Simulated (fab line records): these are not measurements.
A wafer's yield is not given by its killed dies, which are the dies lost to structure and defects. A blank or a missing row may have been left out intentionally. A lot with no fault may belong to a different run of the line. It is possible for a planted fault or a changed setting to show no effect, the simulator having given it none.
Split-lot study :: flow sfq_line :: 18 wafers read from 5 lots, route of 325 steps

== ABOUT THE SPLIT ==
At SFQ_TRILAYER_M2_LITHO_COAT_062 (resist thk 62 nm), the setting resist_thk_nm was moved away from the recipe's 62 nm on 5 of the 18 wafers read, by -4.2% to +5.1%. All remaining wafers had this setting at the recipe value.

== FROM THE SPLIT TO THE READING: what the file shows between them, 2 steps ==
- SFQ_TRILAYER_M2_LITHO_PEB_060: peb time 60 s (also split here: peb_temp_c)
- SFQ_TRILAYER_M2_LITHO_DEVELOP_059: time 60 s

== THE READING ==
etch.depth_nm (the simulator's own value, which no gauge read), in nm, at SFQ_TRILAYER_M2_BARC_OPEN_METAL_ETCH_077 (etches BARC in O2, target depth 125 nm, time 41.7 s). There is no usual value for it anywhere in the file. Average 62.00 nm, standard deviation 0.1 nm, over the 13 wafers here run with the recipe.

wafer: L075.2
tool, chamber at the split: litho_track-02, 0
resist_thk_nm as run, nm: 62
against the recipe: recipe
etch.depth_nm, nm: 61.99
against lot-mates on the recipe: -

wafer: L075.5
tool, chamber at the split: litho_track-02, 0
resist_thk_nm as run, nm: 62
against the recipe: recipe
etch.depth_nm, nm: 62.01
against lot-mates on the recipe: -

wafer: L075.6
tool, chamber at the split: litho_track-02, 0
resist_thk_nm as run, nm: 62
against the recipe: recipe
etch.depth_nm, nm: 62.09
against lot-mates on the recipe: -

wafer: L078.1
tool, chamber at the split: litho_track-04, 0
resist_thk_nm as run, nm: 62
against the recipe: recipe
etch.depth_nm, nm: 61.93
against lot-mates on the recipe: -

wafer: L078.2
tool, chamber at the split: litho_track-04, 0
resist_thk_nm as run, nm: 62
against the recipe: recipe
etch.depth_nm, nm: 61.72
against lot-mates on the recipe: -

wafer: L081.2
tool, chamber at the split: litho_track-04, 0
resist_thk_nm as run, nm: 62
against the recipe: recipe
etch.depth_nm, nm: 61.99
against lot-mates on the recipe: -

wafer: L081.3
tool, chamber at the split: litho_track-04, 0
resist_thk_nm as run, nm: 59.41
against the recipe: -4.2%
etch.depth_nm, nm: 59.32
against lot-mates on the recipe: -2.67

wafer: L081.4
tool, chamber at the split: litho_track-04, 0
resist_thk_nm as run, nm: 59.41
against the recipe: -4.2%
etch.depth_nm, nm: 59.3
against lot-mates on the recipe: -2.69

wafer: L083.2
tool, chamber at the split: litho_track-02, 0
resist_thk_nm as run, nm: 62
against the recipe: recipe
etch.depth_nm, nm: 62.09
against lot-mates on the recipe: -

wafer: L083.3
tool, chamber at the split: litho_track-02, 0
resist_thk_nm as run, nm: 62
against the recipe: recipe
etch.depth_nm, nm: 61.87
against lot-mates on the recipe: -

wafer: L083.4
tool, chamber at the split: litho_track-02, 0
resist_thk_nm as run, nm: 62
against the recipe: recipe
etch.depth_nm, nm: 62.05
against lot-mates on the recipe: -

wafer: L083.5
tool, chamber at the split: litho_track-02, 0
resist_thk_nm as run, nm: 62
against the recipe: recipe
etch.depth_nm, nm: 62
against lot-mates on the recipe: -

wafer: L083.6
tool, chamber at the split: litho_track-02, 0
resist_thk_nm as run, nm: 62
against the recipe: recipe
etch.depth_nm, nm: 62.07
against lot-mates on the recipe: -

wafer: L085.1
tool, chamber at the split: litho_track-04, 0
resist_thk_nm as run, nm: 65.15
against the recipe: +5.1%
etch.depth_nm, nm: 65.28
against lot-mates on the recipe: +3.19

wafer: L085.2
tool, chamber at the split: litho_track-04, 0
resist_thk_nm as run, nm: 65.15
against the recipe: +5.1%
etch.depth_nm, nm: 65.16
against lot-mates on the recipe: +3.07

wafer: L085.3
tool, chamber at the split: litho_track-04, 0
resist_thk_nm as run, nm: 65.15
against the recipe: +5.1%
etch.depth_nm, nm: 65.12
against lot-mates on the recipe: +3.03

wafer: L085.5
tool, chamber at the split: litho_track-04, 0
resist_thk_nm as run, nm: 62
against the recipe: recipe
etch.depth_nm, nm: 62.12
against lot-mates on the recipe: -

wafer: L085.6
tool, chamber at the split: litho_track-04, 0
resist_thk_nm as run, nm: 62
against the recipe: recipe
etch.depth_nm, nm: 62.06
against lot-mates on the recipe: -

FIT RESULTS
A straight line over all 18 wafers: etch.depth_nm changes by +0.633 nm for each +1% of resist_thk_nm; r = +1.00; the points scatter about the line by 0.1 nm.
The same after taking each lot's own level away (the mean of its wafers on the recipe; 18 wafers): +0.621 nm for each +1%; r = +1.00; scatter 0.076 nm.
That fit puts the effect of the largest move of resist_thk_nm on the reading at 3.2 nm.
The lots' own levels span 61.825 to 62.090 nm, that is 2.5 times the standard deviation above.
Consequently the slope shifts little with the lot-to-lot level, the two slopes agreeing.
Check: for one of the wafers moved furthest among these (+5.1%), held out of the fit, the line's prediction against its lot-mates is +3.11 nm. It came out at +3.19 nm against them.

== THE OTHER SPLITS THESE WAFERS WENT THROUGH ==
Note: prior to the reading, these wafers also went through further splits. Each is held against what the fit with the lots' levels taken away leaves over:
other split on the same wafers: SFQ_TRILAYER_L0_LITHO_COAT_005 resist_thk_nm
wafers away from the commonest value: 10
r with etch.depth_nm (lot level and that fit taken away): +0.08

other split on the same wafers: SFQ_TRILAYER_L0_ETCH_METAL_ETCH_008 time_s
wafers away from the commonest value: 7
r with etch.depth_nm (lot level and that fit taken away): -0.21

other split on the same wafers: SFQ_TRILAYER_L0_VIA_LITHO_COAT_013 resist_thk_nm
wafers away from the commonest value: 8
r with etch.depth_nm (lot level and that fit taken away): -0.15

other split on the same wafers: SFQ_TRILAYER_M0_LITHO_PEB_024 peb_temp_c
wafers away from the commonest value: 8
r with etch.depth_nm (lot level and that fit taken away): -0.02

other split on the same wafers: SFQ_TRILAYER_I0_VIA_LITHO_PEB_034 peb_temp_c
wafers away from the commonest value: 2
r with etch.depth_nm (lot level and that fit taken away): +0.25

other split on the same wafers: SFQ_TRILAYER_I0_VIA_BARC_OPEN_VIA_ETCH_046 source_w
wafers away from the commonest value: 3
r with etch.depth_nm (lot level and that fit taken away): -0.30

other split on the same wafers: SFQ_TRILAYER_I1_CMP_CMP_046 leave_above_ref_nm
wafers away from the commonest value: 8
r with etch.depth_nm (lot level and that fit taken away): -0.24

other split on the same wafers: SFQ_TRILAYER_I1_VIA_LITHO_COAT_049 resist_thk_nm
wafers away from the commonest value: 2
r with etch.depth_nm (lot level and that fit taken away): -0.30

other split on the same wafers: SFQ_TRILAYER_M2_LITHO_PEB_060 peb_temp_c
wafers away from the commonest value: 8
r with etch.depth_nm (lot level and that fit taken away): +0.13

== THE WHOLE CHAIN: every reading that the file lists as answering this split, in the file's order ==
step: SFQ_TRILAYER_M2_LITHO_COAT_062
what it does: resist thk 62 nm
reading: BARC_of_TRILAYER_M2_LITHO_COAT_062.thk_nm (the simulator's own value, which no gauge read)
change (the file's fit): +0.621 nm for each +1% of the setting
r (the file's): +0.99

step: SFQ_TRILAYER_M2_BARC_OPEN_METAL_ETCH_077
what it does: etches BARC in O2, target depth 125 nm, time 41.7 s
reading: etch.depth_nm (the simulator's own value, which no gauge read)
change (the file's fit): +0.619 nm for each +1% of the setting
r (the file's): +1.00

== FILE'S OWN FIT ==
etch.depth_nm changes by +0.619 nm for each +1% of resist_thk_nm, r = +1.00.
